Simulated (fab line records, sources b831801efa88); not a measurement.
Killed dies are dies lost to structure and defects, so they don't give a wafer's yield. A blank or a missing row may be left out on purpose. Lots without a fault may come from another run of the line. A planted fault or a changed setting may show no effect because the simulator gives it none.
A struck lot beside a sound one | flow sky130 | 43 steps out of a route of 708
Sound: wafers L212.1, L212.2, L212.3. Struck: wafers L209.1, L209.3, L209.4. The cause comes at the end.
At each step with rows: each side's tool, then ch and its chambers, then its first start. Under that, the readings that differ: sound wafers | struck wafers | difference of the means | sigmas: that difference in standard deviations of wafers without a fault.
alike: readings whose means differ by less than 2 such deviations, and words and numbers that are the same on both sides. not compared: withheld readings, readings that some wafer has no value for, bounds like >300 that may hide the same value, and numbers for which the record gives no deviation and whose values overlap.
The two part at a step that has a row with sigmas, a row that says differs or no value, or rows on one side only. Numbers that don't overlap but have no deviation are shown without sigmas and don't part them. A reading that every wafer of one side lacks parts them only if that side has two wafers or more.

first, 7 steps without rows for these wafers: SKY_FIELD_ISO_HMDS_06 (prime time 60 s); SKY_FIELD_ISO_COAT_07 (resist thk 60 nm); SKY_FIELD_ISO_COAT_08 (resist thk 450 nm); SKY_FIELD_ISO_SOFTBAKE_09 (time 90 s); SKY_FIELD_ISO_EXPOSE_10 (exposes mask FOM, target cd 150 nm); SKY_FIELD_ISO_PEB_11; SKY_FIELD_ISO_DEVELOP_12 (develop time 60 s).
SKY_FIELD_ISO_CD_MEAS_13: target cd 150 nm.
  sound on cd_sem-01, day 4 15:03; struck on cd_sem-01, day 4 02:22
  alike: cd_nm
SKY_FIELD_ISO_ETCH_14: etches BARC in N2/H2, stops on SiO2, time 45.9 s, target depth 60 nm.
  sound on rie_diel-03 ch 0,1,3, day 4 15:10; struck on rie_diel-03 ch 0,1,3, day 4 02:29
  alike: drypump_motor_current_A, oes_product_au, throttle_valve_pct
  not compared: rf_hours_counter_h
SKY_FIELD_ISO_ETCH_15: etches the open film in CHF3/O2, stops on Si, target depth 180 nm, time 72 s.
  sound on rie_diel-03 ch 0,1,3, day 4 15:13; struck on rie_diel-03 ch 0,1,3, day 4 02:32
  alike: chf3_flow_sccm, drypump_motor_current_A, oes_product_au, throttle_valve_pct
  not compared: rf_hours_counter_h
SKY_FIELD_ISO_STRIP_16: strips in O2/N2.
  sound on plasma_asher-02 ch 0,1, day 4 15:16; struck on plasma_asher-04 ch 0,1, day 4 02:35
  alike: drypump_motor_current_A, oes_product_au, strip_time_to_endpoint_s
  not compared: rf_hours_counter_h
then, 1 step without rows for these wafers: SKY_FIELD_ISO_ETCH_17 (etches Si in HBr/Cl2/O2, target depth 342 nm, time 97.7 s).
SKY_FIELD_ISO_WET_ETCH_18: etches Si3N4 in H3PO4, target depth 25 nm, time 286 s.
  sound on wet_bench-02 ch 1, day 4 15:26; struck on wet_bench-03 ch 2, day 4 02:45
then, 4 steps without rows for these wafers: SKY_FIELD_ISO_CLEAN_19 (cleans in SC1/SC2, time 152.6 s); SKY_FIELD_ISO_CLEAN_20 (cleans in dHF, time 20 s); SKY_FIELD_ISO_WET_ETCH_21 (etches SiO2 in dHF, target depth 20 nm, time 400 s); SKY_FIELD_ISO_OXIDATION_22 (stabilise 600 s, purge 300 s, target thk 10 nm).
SKY_FIELD_ISO_THK_MEAS_23:
  sound on film_metro-01, day 4 20:37; struck on film_metro-01, day 4 04:59
  alike: FIELD_ISO_OXIDATION_01_THK
then, 1 step without rows for these wafers: SKY_FIELD_ISO_CVD_24 (deposits SiO2, target thk 595 nm, time 99.2 s).
SKY_FIELD_ISO_THK_MEAS_25:
  sound on film_metro-04, day 4 20:44; struck on film_metro-04, day 4 05:16
  reading                   | sound       | struck      | difference | sigmas
  FIELD_ISO_CVD_24_THK (nm) | 604 602 607 | 597 590 594 | -11        | -2
then, 1 step without rows for these wafers: SKY_FIELD_ISO_ANNEAL_26 (time 1800 s).
SKY_FIELD_ISO_CMP_27: polishes, stops on Si3N4, t overpolish 16 s, target thk 457.8 nm.
  sound on cmp-01 ch 1,2,3, day 5 00:29; struck on cmp-01 ch 0,2,3, day 4 08:07
  alike: edge_zone_pressure_frac, motor_current_A, overpolish_run_s, time_to_endpoint_s
then, 5 steps without rows for these wafers: SKY_FIELD_ISO_WET_ETCH_28 (etches SiO2 in dHF, target depth 23.7 nm, time 47 s); SKY_FIELD_ISO_WET_ETCH_29 (etches Si3N4 in H3PO4, target depth 160 nm, time 1825 s); SKY_FIELD_ISO_WET_ETCH_30 (etches SiO2 in dHF, target depth 25 nm, time 50 s); SKY_NWELL_CLEAN_00 (cleans in SC1/SC2, time 150 s); SKY_NWELL_OXIDATION_01 (stabilise 600 s, purge 300 s, target thk 10 nm).
SKY_NWELL_THK_MEAS_02:
  sound on film_metro-03, day 5 03:42; struck on film_metro-02, day 4 12:17
  alike: NWELL_OXIDATION_THK
then, 8 steps without rows for these wafers: SKY_DNWELL_DEHYDRATE_00 (time 60 s); SKY_DNWELL_HMDS_01 (prime time 60 s); SKY_DNWELL_COAT_02 (resist thk 3000 nm); SKY_DNWELL_SOFTBAKE_03; SKY_DNWELL_EXPOSE_04 (exposes mask DNM, target cd 3000 nm); SKY_DNWELL_PEB_05; SKY_DNWELL_DEVELOP_06 (develop time 60 s); SKY_DNWELL_IMPLANT_07.
SKY_DNWELL_STRIP_08: strips in O2/N2.
  sound on plasma_asher-04 ch 0,1, day 5 20:46; struck on plasma_asher-02 ch 0,1, day 5 04:43
  alike: drypump_motor_current_A, oes_product_au, strip_time_to_endpoint_s
  not compared: rf_hours_counter_h
SKY_DNWELL_TW_MEAS_09:
  sound on film_metro-01, day 5 20:52; struck on film_metro-01, day 5 04:49
  alike: DNWELL_TW
then, 4 steps without rows for these wafers: SKY_PWDE_DEHYDRATE_00 (time 60 s); SKY_PWDE_HMDS_01 (prime time 60 s); SKY_PWDE_COAT_02 (resist thk 3000 nm); SKY_PWDE_SOFTBAKE_03.
-- the record jumps here: 43 days lie between the struck wafers' starts before and after (it left off in module PWDE and takes up again in module PAD_OPEN, whose first step shown is number 708 of the route) --
SKY_PAD_OPEN_PROBE_99:
  sound on prober-02, day 48 21:08; struck on prober-02, day 48 02:12
  reading             | sound    | struck      | difference | sigmas
  killed_at_front_end | 17 17 21 | 62 59 65    | +44        | +10
  killed_dies         | 80 92 94 | 135 140 128 | +46        | +5
  killed_on_rim       | 19 17 11 | 30 34 28    | +15        | +4
  alike: killed_at_M0_to_M3, killed_at_M4_up, killed_at_contacts, killed_at_other, killed_open, killed_short

WHERE THEY PART
First at SKY_FIELD_ISO_THK_MEAS_25; last, within this record, at SKY_PAD_OPEN_PROBE_99.

WHY: what the simulator had put in
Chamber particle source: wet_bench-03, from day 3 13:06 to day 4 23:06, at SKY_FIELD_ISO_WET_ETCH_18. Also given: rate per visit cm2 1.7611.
